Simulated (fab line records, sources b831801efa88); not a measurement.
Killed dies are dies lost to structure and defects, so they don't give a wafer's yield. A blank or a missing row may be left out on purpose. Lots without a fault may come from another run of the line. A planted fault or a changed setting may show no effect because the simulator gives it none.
One fault seen from 2 desks | flow gf180mcu | each desk has only its own numbers; what lay behind them comes last

THE METROLOGY DESK
What the gauges read, lot by lot, whatever tool the lot ran on: means of the sampled wafers that have a number. A lot is out of limits, marked OUT, if its mean lies more than 4 standard deviations from the usual mean; the brackets give that distance.
Columns: A = CONTACT_CVD_00_THK at GF_CONTACT_THK_MEAS_01, usual 300 nm
lot  | first seen here | A
L576 | day 15 05:27    | 303
L580 | day 16 17:16    | 448 (+32) OUT
L581 | day 17 03:31    | 448 (+32) OUT
L584 | day 18 03:04    | 300
L588 | day 19 17:50    | 299
L590 | day 20 13:17    | 304
L591 | day 20 18:56    | 298
L592 | day 21 05:28    | 295
L594 | day 22 01:04    | 298
L595 | day 22 05:55    | 304
L597 | day 22 18:19    | 307
L599 | day 23 15:18    | 304
This desk's finding: out of limits on L580, L581; first on L580, day 16 17:16 (CONTACT_CVD_00_THK at GF_CONTACT_THK_MEAS_01). In limits: L576, L584, L588, L590, L591, L592, L594, L595, L597, L599.

THE TOOL OWNER'S DESK: hdpcvd-02
The tool's own readings at GF_CONTACT_CVD_00 (deposits SiO2, target thk 300 nm, time 50 s): means of the sampled wafers that have a number, for each lot that ran on this tool. A lot is out of limits, marked OUT, if its mean lies more than 4 standard deviations from the usual mean; the brackets give that distance.
Columns: A = sih4_flow_sccm at GF_CONTACT_CVD_00, usual 60.04 sccm; B = susceptor_temp_C at GF_CONTACT_CVD_00, usual 399.99 C
lot  | first seen here | A                       | B
L580 | day 16 17:13    | 90.23 (+99 or more) OUT | 400.10
L581 | day 17 03:29    | 89.88 (+99 or more) OUT | 400.15
L588 | day 19 17:48    | 59.92                   | 400.20
L591 | day 20 18:53    | 60.18                   | 400.13
L592 | day 21 05:25    | 60.17                   | 399.89
L594 | day 22 00:59    | 60.09                   | 400.00
L595 | day 22 05:51    | 60.14                   | 399.74
L597 | day 22 18:16    | 59.88                   | 399.95
This desk's finding: out of limits on L580, L581; first on L580, day 16 17:13 (sih4_flow_sccm at GF_CONTACT_CVD_00). In limits: L588, L591, L592, L594, L595, L597.

PUT TOGETHER
The tool owner's desk could have raised an alarm at day 16 17:13, on L580, L581.
The metrology desk could have raised an alarm at day 16 17:16, on L580, L581.
Of the lots named, all ran GF_CONTACT_CVD_00 on hdpcvd-02.

WHAT THE SIMULATOR HAD PUT IN
Process parameter drift: hdpcvd-02, from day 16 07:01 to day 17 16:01, at GF_CONTACT_CVD_00. Setting sih4_flow_sccm, moved by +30, from 60. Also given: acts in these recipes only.
Lots struck among those shown: L580, L581.
Hours from the fault's start to each desk's first reading out of limits: the tool owner's desk, 10; the metrology desk, 10.
